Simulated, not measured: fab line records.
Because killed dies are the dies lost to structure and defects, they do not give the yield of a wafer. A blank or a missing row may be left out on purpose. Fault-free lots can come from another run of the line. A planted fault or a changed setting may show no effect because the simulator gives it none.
Check of tool commonality || flow gf180mcu || 11 lots, 39 wafers sampled

== WHY THIS WAS OPENED ==
At GF_VT_IMPLANT_TW_MEAS_21 the reading VT_IMPLANT_2_TW is flagged on 2 of 11 lots. Fault-free wafers read 1211, with a standard deviation of 11.
Rule: flag the lot when none of its wafers has a number, or when each of its wafers that has one lies beyond 4 standard deviations from that mean. The other lots count as sound.

{"lot": "L387", "measured": "day 6 09:13", "on": "film-metro-03", "VT_IMPLANT_2_TW, wafer by wafer": "1205 1195 1197", "flag": ""}
{"lot": "L388", "measured": "day 6 09:49", "on": "film-metro-04", "VT_IMPLANT_2_TW, wafer by wafer": "1214 1215 1221", "flag": ""}
{"lot": "L389", "measured": "day 6 20:08", "on": "film-metro-01", "VT_IMPLANT_2_TW, wafer by wafer": "1221 1215 1219", "flag": ""}
{"lot": "L390", "measured": "day 7 00:04", "on": "film-metro-03", "VT_IMPLANT_2_TW, wafer by wafer": "1200 1197 1191", "flag": ""}
{"lot": "L391", "measured": "day 7 10:26", "on": "film-metro-03", "VT_IMPLANT_2_TW, wafer by wafer": "1199 1207 1202", "flag": ""}
{"lot": "L398", "measured": "day 9 06:50", "on": "film-metro-03", "VT_IMPLANT_2_TW, wafer by wafer": "1279 1279 1281 1274 1276 1276", "flag": "FLAGGED"}
{"lot": "L399", "measured": "day 9 21:58", "on": "film-metro-01", "VT_IMPLANT_2_TW, wafer by wafer": "1297 1300 1297 1304 1303 1288", "flag": "FLAGGED"}
{"lot": "L401", "measured": "day 10 07:29", "on": "film-metro-04", "VT_IMPLANT_2_TW, wafer by wafer": "1220 1223 1231", "flag": ""}
{"lot": "L403", "measured": "day 10 19:53", "on": "film-metro-03", "VT_IMPLANT_2_TW, wafer by wafer": "1200 1202 1199", "flag": ""}
{"lot": "L404", "measured": "day 10 22:07", "on": "film-metro-01", "VT_IMPLANT_2_TW, wafer by wafer": "1208 1211 1211", "flag": ""}
{"lot": "L407", "measured": "day 11 13:15", "on": "film-metro-04", "VT_IMPLANT_2_TW, wafer by wafer": "1226 1226 1235", "flag": ""}
Average over the flagged lots: 1288; offset from the usual +77, equal to +7 standard deviations.

== WHICH TOOL RAN EACH LOT ==
2 process steps preceding the reading are held in the record, out of 602 steps in the route. In each cell: the tool, then ch and the chambers that the sampled wafers went through, then the start.
{"lot": "L387", "flag": "", "GF_LVPWELL_STRIP_10": "plasma-asher-03 ch 0, day 3 23:40", "GF_VT_IMPLANT_IMPLANT_19": "implanter-04 ch 0, day 6 08:58"}
{"lot": "L388", "flag": "", "GF_LVPWELL_STRIP_10": "plasma-asher-04 ch 0,1, day 4 01:52", "GF_VT_IMPLANT_IMPLANT_19": "implanter-02 ch 0, day 6 09:34"}
{"lot": "L389", "flag": "", "GF_LVPWELL_STRIP_10": "plasma-asher-03 ch 0,1, day 4 09:37", "GF_VT_IMPLANT_IMPLANT_19": "implanter-02 ch 0, day 6 19:54"}
{"lot": "L390", "flag": "", "GF_LVPWELL_STRIP_10": "plasma-asher-03 ch 0,1, day 4 13:33", "GF_VT_IMPLANT_IMPLANT_19": "implanter-02 ch 0, day 6 23:49"}
{"lot": "L391", "flag": "", "GF_LVPWELL_STRIP_10": "plasma-asher-04 ch 0,1, day 4 19:16", "GF_VT_IMPLANT_IMPLANT_19": "implanter-04 ch 0, day 7 10:12"}
{"lot": "L398", "flag": "FLAGGED", "GF_LVPWELL_STRIP_10": "plasma-asher-04 ch 0,1, day 6 13:45", "GF_VT_IMPLANT_IMPLANT_19": "implanter-04 ch 0, day 9 06:37"}
{"lot": "L399", "flag": "FLAGGED", "GF_LVPWELL_STRIP_10": "plasma-asher-01 ch 0,1, day 7 02:05", "GF_VT_IMPLANT_IMPLANT_19": "implanter-04 ch 0, day 9 21:43"}
{"lot": "L401", "flag": "", "GF_LVPWELL_STRIP_10": "plasma-asher-03 ch 0,1, day 7 10:32", "GF_VT_IMPLANT_IMPLANT_19": "implanter-02 ch 0, day 10 07:16"}
{"lot": "L403", "flag": "", "GF_LVPWELL_STRIP_10": "plasma-asher-03 ch 0,1, day 7 22:26", "GF_VT_IMPLANT_IMPLANT_19": "implanter-02 ch 0, day 10 19:40"}
{"lot": "L404", "flag": "", "GF_LVPWELL_STRIP_10": "plasma-asher-04 ch 0,1, day 7 23:44", "GF_VT_IMPLANT_IMPLANT_19": "implanter-03 ch 0, day 10 21:52"}
{"lot": "L407", "flag": "", "GF_LVPWELL_STRIP_10": "plasma-asher-03 ch 0,1, day 8 12:37", "GF_VT_IMPLANT_IMPLANT_19": "implanter-03 ch 0, day 11 13:00"}
What these steps do:
- GF_LVPWELL_STRIP_10: strips in O2/N2.
- GF_VT_IMPLANT_IMPLANT_19
- GF_VT_IMPLANT_TW_MEAS_21

== FLAGGED OVER TOTAL, TOOL BY TOOL (the gauges that took the reading come last) ==
{"step": "GF_LVPWELL_STRIP_10", "tool": "plasma-asher-01", "lots run": 1, "flagged": 1, "share of the flagged lots": "some", "sound lots run after its first flagged lot": 0}
{"step": "GF_LVPWELL_STRIP_10", "tool": "plasma-asher-03", "lots run": 6, "flagged": 0, "share of the flagged lots": "none", "sound lots run after its first flagged lot": "-"}
{"step": "GF_LVPWELL_STRIP_10", "tool": "plasma-asher-04", "lots run": 4, "flagged": 1, "share of the flagged lots": "some", "sound lots run after its first flagged lot": "1 (L404)"}
{"step": "GF_VT_IMPLANT_IMPLANT_19", "tool": "implanter-02", "lots run": 5, "flagged": 0, "share of the flagged lots": "none", "sound lots run after its first flagged lot": "-"}
{"step": "GF_VT_IMPLANT_IMPLANT_19", "tool": "implanter-03", "lots run": 2, "flagged": 0, "share of the flagged lots": "none", "sound lots run after its first flagged lot": "-"}
{"step": "GF_VT_IMPLANT_IMPLANT_19", "tool": "implanter-04", "lots run": 4, "flagged": 2, "share of the flagged lots": "all", "sound lots run after its first flagged lot": 0}
{"step": "GF_VT_IMPLANT_TW_MEAS_21", "tool": "film-metro-01", "lots run": 3, "flagged": 1, "share of the flagged lots": "some", "sound lots run after its first flagged lot": "1 (L404)"}
{"step": "GF_VT_IMPLANT_TW_MEAS_21", "tool": "film-metro-03", "lots run": 5, "flagged": 1, "share of the flagged lots": "some", "sound lots run after its first flagged lot": "1 (L403)"}
{"step": "GF_VT_IMPLANT_TW_MEAS_21", "tool": "film-metro-04", "lots run": 3, "flagged": 0, "share of the flagged lots": "none", "sound lots run after its first flagged lot": "-"}

== WHAT THE TABLE ALLOWS ==
Rows of the table that ran each flagged lot: 1, that is implanter-04 at GF_VT_IMPLANT_IMPLANT_19.
- implanter-04 at GF_VT_IMPLANT_IMPLANT_19: 2 of its 4 lots flagged. Last sound lot L391 at day 7 10:12, first flagged lot L398 at day 9 06:37; a fault beginning in between fits. Its own readings (dose-ions-cm2, faraday-current-uA) fall more than 4 standard deviations out on all wafers of the flagged lots.
Just one tool remains: implanter-04 at GF_VT_IMPLANT_IMPLANT_19.

== WHAT HAD BEEN PUT IN BY THE SIMULATOR ==
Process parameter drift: implanter-04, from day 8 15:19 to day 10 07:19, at GF_VT_IMPLANT_IMPLANT_19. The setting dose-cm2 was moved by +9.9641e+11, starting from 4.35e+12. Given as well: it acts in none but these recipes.
Shown lots that were struck: L398, L399. Same finding as the rule above.
